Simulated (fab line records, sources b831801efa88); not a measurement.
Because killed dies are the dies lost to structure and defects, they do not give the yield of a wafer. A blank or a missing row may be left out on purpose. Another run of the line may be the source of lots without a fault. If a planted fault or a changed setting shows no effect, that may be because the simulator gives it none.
A struck lot beside a sound one / flow sky130 / 16 out of 708 route steps
Sound: wafers L737.1, L737.3, L737.6. Struck: wafer L744.6 (left out: L744.1, L744.3 of the same lot, which were not struck); the cause appears at the end.
At each step with rows: each side's tool, then ch and its chambers, then its first start. Under that, the readings that differ: sound wafers / struck wafers / difference of the means / sigmas: that difference in standard deviations of wafers without a fault.
alike: readings with means less than 2 such deviations apart, plus words and numbers identical on both sides. not compared: withheld readings, readings lacking a value on some wafer, bounds such as >300 that could conceal the same value, and numbers that have no deviation in the record and whose values overlap.
A row with sigmas, a row that says differs or no value, or rows on one side alone: a step with any of these is where the two part. Numbers that have no deviation but don't overlap get no sigmas and don't part them. A reading missing from all wafers of one side parts the sides only when that side holds two or more wafers.

first, 4 steps without rows for these wafers: SKY_METAL5_SOFTBAKE_10 (time 60 s); SKY_METAL5_EXPOSE_11 (exposes mask MM5, target cd 1600 nm); SKY_METAL5_PEB_12; SKY_METAL5_DEVELOP_13 (develop time 60 s).
SKY_METAL5_DESCUM_14: chemistry O2, time 11 s.
  sound on rieMetal-03 ch 0,1, day 46 13:14; struck on rieMetal-03 ch 0, day 48 09:34
  alike: drypumpMotorCurrentA, oesProductAu
  not compared: rfHoursCounterH
SKY_METAL5_METAL_ETCH_15: etches the open film in Cl2/BCl3, stops on SiO2, target depth 1260 nm, time 252 s.
  sound on rieMetal-03 ch 0,1, day 46 13:16; struck on rieMetal-03 ch 0, day 48 09:36
  alike: drypumpMotorCurrentA, oesProductAu, throttleValvePct
  not compared: rfHoursCounterH
SKY_METAL5_STRIP_16: strips in O2/N2.
  sound on plasmaAsher-01 ch 0,1, day 46 13:31; struck on plasmaAsher-01 ch 1, day 48 09:50
  alike: drypumpMotorCurrentA, oesProductAu, stripTimeToEndpointS
  not compared: rfHoursCounterH
then, 3 steps without rows for these wafers: SKY_METAL5_STRIP_17 (strips in post etch residue remover, time 1200 s); SKY_METAL5_CLEAN_18 (cleans in IPA, time 180 s); SKY_METAL5_CLEAN_19 (cleans in O3/DIW).
SKY_PASSIVATION_CVD_00: deposits SiO2, target thk 90 nm.
  sound on pecvd-03 ch 0,2, day 46 14:07; struck on pecvd-03 ch 1, day 48 10:26
  alike: heaterPowerW
SKY_PASSIVATION_THK_MEAS_01:
  struck on filmMetro-04, day 48 10:28; sound on filmMetro-01, day 46 14:08
  alike: PASSIVATION_CVD_00_THK
SKY_PASSIVATION_CVD_02: deposits Si3N4, target thk 540 nm.
  sound on pecvd-04 ch 0,1,2, day 46 14:12; struck on pecvd-01 ch 1, day 48 10:31
reading=model.Si3N4_of_PASSIVATION_CVD_02.thkNm (nm); sound=530.6 529.7 550.5; struck=809.6; difference=+272.7; sigmas=
  alike: heaterPowerW
SKY_PASSIVATION_THK_MEAS_03:
  struck on filmMetro-01, day 48 10:44; sound on filmMetro-04, day 46 14:25
reading=PASSIVATION_CVD_02_THK (nm); sound=531 530 551; struck=810; difference=+273; sigmas=+38
then, 1 step without rows for these wafers: SKY_PASSIVATION_DEHYDRATE_04 (time 60 s).
SKY_PAD_OPEN_PROBE_99:
  struck on prober-02, day 50 01:18; sound on prober-01, day 48 08:47
reading=defectLimitedYield (%); sound=79.9 83.1 82.3; struck=0; difference=-82; sigmas=-41
reading=killed_at_M4_up; sound=4 0 1; struck=6; difference=+4; sigmas=+2
reading=killedAtOther; sound=0 0 0; struck=393; difference=+393; sigmas=+99 or more
reading=killedDies; sound=99 83 87; struck=492; difference=+402; sigmas=+42
reading=killedOnRim; sound=12 16 13; struck=96; difference=+82; sigmas=+21
reading=sort_bin_5_function (%); sound=11.4 9.3 11.4; struck=92.7; difference=+82.0; sigmas=+55
reading=sortNPass; sound=393 409 405; struck=0; difference=-402; sigmas=-42
reading=sortYieldPct (%); sound=79.9 83.1 82.3; struck=0; difference=-82; sigmas=-41
  alike: killed_at_M0_to_M3, killedAtContacts, killedAtFrontEnd, killedOpen, killedShort, sort_bin_3_pad_short, sort_bin_6_memory

## WHERE THEY PART
Last at SKY_PAD_OPEN_PROBE_99 as far as this record goes, first at SKY_PASSIVATION_THK_MEAS_03.

WHY: what had been put in by the simulator
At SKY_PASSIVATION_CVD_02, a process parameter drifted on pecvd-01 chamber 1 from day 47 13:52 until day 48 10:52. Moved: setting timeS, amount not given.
